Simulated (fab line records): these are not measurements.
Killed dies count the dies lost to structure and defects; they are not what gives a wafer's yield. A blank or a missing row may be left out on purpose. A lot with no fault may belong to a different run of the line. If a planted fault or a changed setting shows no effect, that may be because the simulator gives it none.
8D (eight disciplines) problem report, filled in by code    flow gf180mcu    the parts of the form that need people (team, actions taken, sign-off) are left out

## 1. THE ISSUE
end_station_pressure_torr at GF_DNWELL_IMPLANT_07 reads a mean of 7.77e-05 Torr on 6 wafers of 2 lots; wafers without a fault read 5.01e-06 Torr with a standard deviation of 2.7e-07. So: +99 or more standard deviations from the usual mean.
Seen first at day 5 04:33 on implanter-03, wafer L998.2. At this step, 42 wafers from 14 lots have a number in the record. Rule for "out", or "out of limits": more than 4 standard deviations from the usual mean. The other wafers with a number count as sound.

## 2. WHAT IT IS, WHAT IT ISN'T
question                     is                                                        is not
which readings at this step  end_station_pressure_torr, beam_on_s, faraday_current_uA  -
which lots                   L998, L999                                                L101, L102, L103, L105, L106, L107, L109, L987, L989, L990, L991, L995
which wafers of those lots   all that have a number                                    -
read on which tools          implanter-03                                              implanter-01, implanter-02
when                         from day 5 04:33                                          up to then (15 sound wafers); but 21 sound wafers of L101, L102, L103, L105, L106, L107, L109 came after

## 3. SUSPECTS, AND WHAT RULES EACH OUT
Counting: a tool at any process step up to the reading remains a suspect when it ran all the lots that are out and ran no sound lot after the first of those.
- implanter-03 at GF_DNWELL_IMPLANT_07: kept. It processed each lot that is out, first L998 at day 5 04:33, and no sound lot thereafter; up to then, the last sound lot it processed was L995 at day 4 12:14. Its own readings are out on those wafers: beam_on_s, end_station_pressure_torr, faraday_current_uA.
Left after counting: implanter-03 at GF_DNWELL_IMPLANT_07.

## 4. THE CAUSE (what the simulator had put in)
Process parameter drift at GF_DNWELL_IMPLANT_07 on implanter-03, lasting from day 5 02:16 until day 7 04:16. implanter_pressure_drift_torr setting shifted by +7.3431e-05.
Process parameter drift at GF_DNWELL_IMPLANT_07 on implanter-03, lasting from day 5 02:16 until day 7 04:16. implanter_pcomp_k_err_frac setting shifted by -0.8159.
After counting, this tool was the only one left.

## 5. THE CHAIN OF EFFECTS, in route order
Each row: a reading where the mean over the struck wafers with a number is more than 3 standard deviations away from the usual. Only readings for which the record gives a usual standard deviation are gone through. hours: the time from each lot's start at the first step in this table that gives one to its start at this step, as a median over the lots. sigmas: the change in usual standard deviations.
hours  step                  reading                    usual          on struck wafers  change     sigmas
0      GF_DNWELL_IMPLANT_07  beam_on_s                  10.00 s        11.46             +1.46      +7.3
0      GF_DNWELL_IMPLANT_07  end_station_pressure_torr  5.01e-06 Torr  7.77e-05          +7.26e-05  +99 or more
0      GF_DNWELL_IMPLANT_07  faraday_current_uA         56.4           48.3              -8.1       -7.3
Its process steps:
- GF_DNWELL_IMPLANT_07
Later measuring or inspecting steps at which every struck wafer that the step has a row for has a number for every such reading, and none has moved that far: GF_NWELL_OVL_MEAS_07, GF_NWELL_TW_MEAS_11, GF_LVPWELL_OVL_MEAS_07.

## 6. WHAT WOULD HAVE CAUGHT IT SOONER
The fault began at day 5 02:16; the first out-of-limits reading in this record came at day 5 04:33, 2 hours later.
